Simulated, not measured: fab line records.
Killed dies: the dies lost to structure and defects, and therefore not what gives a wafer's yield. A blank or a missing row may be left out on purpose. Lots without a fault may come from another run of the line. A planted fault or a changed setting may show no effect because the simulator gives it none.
A struck lot beside a sound one ; flow gf180mcu ; 20 steps out of a route of 602
Sound: the wafers L623.2, L623.3, L623.5. Wafers L625.1, L625.2, L625.6 were the ones struck. The cause is given at the end.
Order at every step that has rows: each side's tool, ch and its chambers, its first start. Under that, the readings that differ: sound wafers ; struck wafers ; difference of the means ; sigmas: that difference in standard deviations of wafers without a fault.
alike: readings with means less than 2 such deviations apart, plus words and numbers identical on both sides. not compared: withheld readings, readings lacking a value on some wafer, bounds such as >300 that could conceal the same value, and numbers that have no deviation in the record and whose values overlap.
A row with sigmas, a row that says differs or no value, or rows on one side alone: a step with any of these is where the two part. Numbers that have no deviation but don't overlap get no sigmas and don't part them. A reading missing from all wafers of one side parts the sides only when that side holds two or more wafers.

first, 3 steps without rows for these wafers: GF_MIM_EXPOSE_16 (exposes mask FuseTop, target cd 2000 nm); GF_MIM_PEB_17; GF_MIM_DEVELOP_18 (develop time 60 s).
GF_MIM_METAL_ETCH_19: etches the open film in Cl2/BCl3, stops on Si3N4, target depth 324.5 nm, time 54.1 s.
  sound on rie-metal-01 ch 1, day 27 05:34; struck on rie-metal-01 ch 0,1, day 27 21:22
  alike: bcl3-flow-sccm, drypump-motor-current-A, oes-product-au, throttle-valve-pct
  not compared: rf-hours-counter-h
GF_MIM_STRIP_20: strips in O2/N2.
  sound on plasma-asher-02 ch 1, day 27 05:38; struck on plasma-asher-02 ch 0,1, day 27 21:26
reading;sound;struck;difference;sigmas
strip-time-to-endpoint-s (s);11.13 11.16 11.17;11.22 11.22 11.24;+0.07;+2
  alike: drypump-motor-current-A, heater-power-w, oes-product-au
  not compared: rf-hours-counter-h
then, 7 steps without rows for these wafers: GF_MIM_STRIP_21 (strips in post etch residue remover, time 1200 s); GF_MIM_CLEAN_22 (cleans in DIW); GF_M5_DEHYDRATE_00 (time 60 s); GF_M5_HMDS_01 (prime time 60 s); GF_M5_COAT_02 (resist thk 1000 nm); GF_M5_SOFTBAKE_03 (time 60 s); GF_M5_EXPOSE_04 (exposes mask Metal5, target cd 280 nm).
GF_M5_PEB_05: peb time 90 s.
  sound on litho-track-01 ch 0, day 28 02:16; struck on litho-track-01 ch 0, day 28 17:49
reading;sound;struck;difference;sigmas
heater-power-total-W (W);85.66 85.71 85.82;96.72 96.74 96.62;+10.96;+99 or more
plate-temp-C (C);135.02 135.16 135.05;148.10 148.37 148.14;+13.13;+99 or more
  alike: resist-line-temp-C
then, 1 step without rows for these wafers: GF_M5_DEVELOP_06 (develop time 60 s).
GF_M5_CD_MEAS_07: target cd 280 nm.
  sound on cd-sem-02, day 28 02:35; struck on cd-sem-01, day 28 18:18
reading;sound;struck;difference;sigmas
cd-nm (nm);281.8 281.0 280.8;259.9 259.5 258.4;-21.9;-20
GF_M5_OVL_MEAS_08:
  sound on overlay-02, day 28 02:42; struck on overlay-02, day 28 18:25
  alike: M5_OVL
GF_M5_ETCH_09: etches Si3N4 in CF4/O2, target depth 52 nm, time 11.6 s.
  sound on rie-diel-03 ch 0,3, day 28 02:44; struck on rie-diel-02 ch 0,1, day 28 18:28
reading;sound;struck;difference;sigmas
model.M5.cd-nm (nm);281.2 280.6 281;259.7 259.2 258.6;-21.8;
  alike: drypump-motor-current-A, oes-product-au, throttle-valve-pct
  not compared: rf-hours-counter-h
GF_M5_METAL_ETCH_10: etches the open film in Cl2/BCl3, stops on SiO2, target depth 627.5 nm, time 104.6 s.
  sound on rie-metal-04 ch 0, day 28 02:45; struck on rie-metal-02 ch 0,1, day 28 18:29
reading;sound;struck;difference;sigmas
model.M5.cd-nm (nm);276.9 277.9 278.5;256.5 262.6 256.3;-19.3;
  alike: bcl3-flow-sccm, drypump-motor-current-A, oes-product-au, throttle-valve-pct
  not compared: rf-hours-counter-h
GF_M5_STRIP_11: strips in O2/N2.
  sound on plasma-asher-02 ch 0,1, day 28 02:52; struck on plasma-asher-01 ch 0,1, day 28 18:35
  alike: drypump-motor-current-A, heater-power-w, oes-product-au, strip-time-to-endpoint-s
  not compared: rf-hours-counter-h
following that, these wafers have no rows for 1 step: GF_PASSIVATION_PROBE_99.

WHERE THEY PART
Earliest at GF_MIM_STRIP_20; latest, in this record, at GF_M5_CD_MEAS_07. Later steps at which nothing parts them and some readings are alike: GF_M5_OVL_MEAS_08, GF_M5_ETCH_09, GF_M5_METAL_ETCH_10, GF_M5_STRIP_11.

WHY: the cause the simulator had injected
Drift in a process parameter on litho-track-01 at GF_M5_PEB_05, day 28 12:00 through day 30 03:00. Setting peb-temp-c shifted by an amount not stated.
